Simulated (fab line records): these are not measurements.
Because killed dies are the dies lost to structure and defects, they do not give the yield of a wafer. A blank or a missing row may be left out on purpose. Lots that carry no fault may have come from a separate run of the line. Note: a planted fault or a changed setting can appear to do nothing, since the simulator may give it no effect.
Lot-split experiment ; flow sky130 ; 5 lots, 23 wafers read, on a route of 708 steps

== ON THE SPLIT ==
At SKY_POLY_GATE_OXIDATION_20 (stabilise 600 s, purge 300 s, target thk 4 nm), the setting ox-time-s was moved away from the recipe's 899 s on 20 of the 23 wafers read, by -13.9% to +13.2%. The other wafers ran this setting at the recipe's value.

No step appears in the file between the split and the reading.

== THE READING ==
POLY_GATE_OXIDATION_THK, in nm, at SKY_POLY_GATE_THK_MEAS_21. Typical for fault-free wafers on this fab line: 4.05 nm, with standard deviation 0.084 nm.

wafer;tool, chamber at the split;ox-time-s as run, s;against the recipe;POLY_GATE_OXIDATION_THK, nm;against lot-mates on the recipe
L079.1;-, -;1018;+13.2%;4.44;no lot-mate on the recipe
L079.2;-, -;1018;+13.2%;4.57;no lot-mate on the recipe
L079.3;-, -;1018;+13.2%;4.41;no lot-mate on the recipe
L079.4;-, -;1018;+13.2%;4.50;no lot-mate on the recipe
L079.6;-, -;1018;+13.2%;4.46;no lot-mate on the recipe
L080.1;-, -;774.7;-13.8%;3.55;no lot-mate on the recipe
L080.2;-, -;774.7;-13.8%;3.60;no lot-mate on the recipe
L080.4;-, -;774.7;-13.8%;3.69;no lot-mate on the recipe
L080.5;-, -;774.7;-13.8%;3.60;no lot-mate on the recipe
L080.6;-, -;774.7;-13.8%;3.64;no lot-mate on the recipe
L081.1;furnace-02, 0;899;recipe;3.93;-
L081.2;furnace-02, 0;899;recipe;3.94;-
L081.3;furnace-02, 0;899;recipe;3.97;-
L084.2;-, -;774.1;-13.9%;3.64;no lot-mate on the recipe
L084.3;-, -;774.1;-13.9%;3.62;no lot-mate on the recipe
L084.4;-, -;774.1;-13.9%;3.56;no lot-mate on the recipe
L084.5;-, -;774.1;-13.9%;3.51;no lot-mate on the recipe
L084.6;-, -;774.1;-13.9%;3.46;no lot-mate on the recipe
L085.1;-, -;1016;+13.0%;4.37;no lot-mate on the recipe
L085.2;-, -;1016;+13.0%;4.31;no lot-mate on the recipe
L085.3;-, -;1016;+13.0%;4.40;no lot-mate on the recipe
L085.5;-, -;1016;+13.0%;4.41;no lot-mate on the recipe
L085.6;-, -;1016;+13.0%;4.48;no lot-mate on the recipe

THE FIT
A straight line over all 23 wafers: POLY_GATE_OXIDATION_THK changes by +0.0314 nm for each +1% of ox-time-s; r = +0.99; the points scatter about the line by 0.07 nm.
Too few moved wafers with a lot-mate on the recipe to fit a line net of each lot's own level.

== THE WHOLE CHAIN: every reading that the file lists as answering this split, in the file's order ==
step;what it does;reading;change (the file's fit);r (the file's)
SKY_POLY_GATE_OXIDATION_20;stabilise 600 s, purge 300 s, target thk 4 nm;SiO2_of_POLY_GATE_OXIDATION_20.thk-nm (the simulator's own value, which no gauge read);+0.0322 nm for each +1% of the setting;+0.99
SKY_POLY_GATE_THK_MEAS_21;;POLY_GATE_OXIDATION_THK;+0.0314 for each +1% of the setting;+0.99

== FILE'S OWN FIT ==
POLY_GATE_OXIDATION_THK changes by +0.0314 nm for each +1% of ox-time-s, r = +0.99.
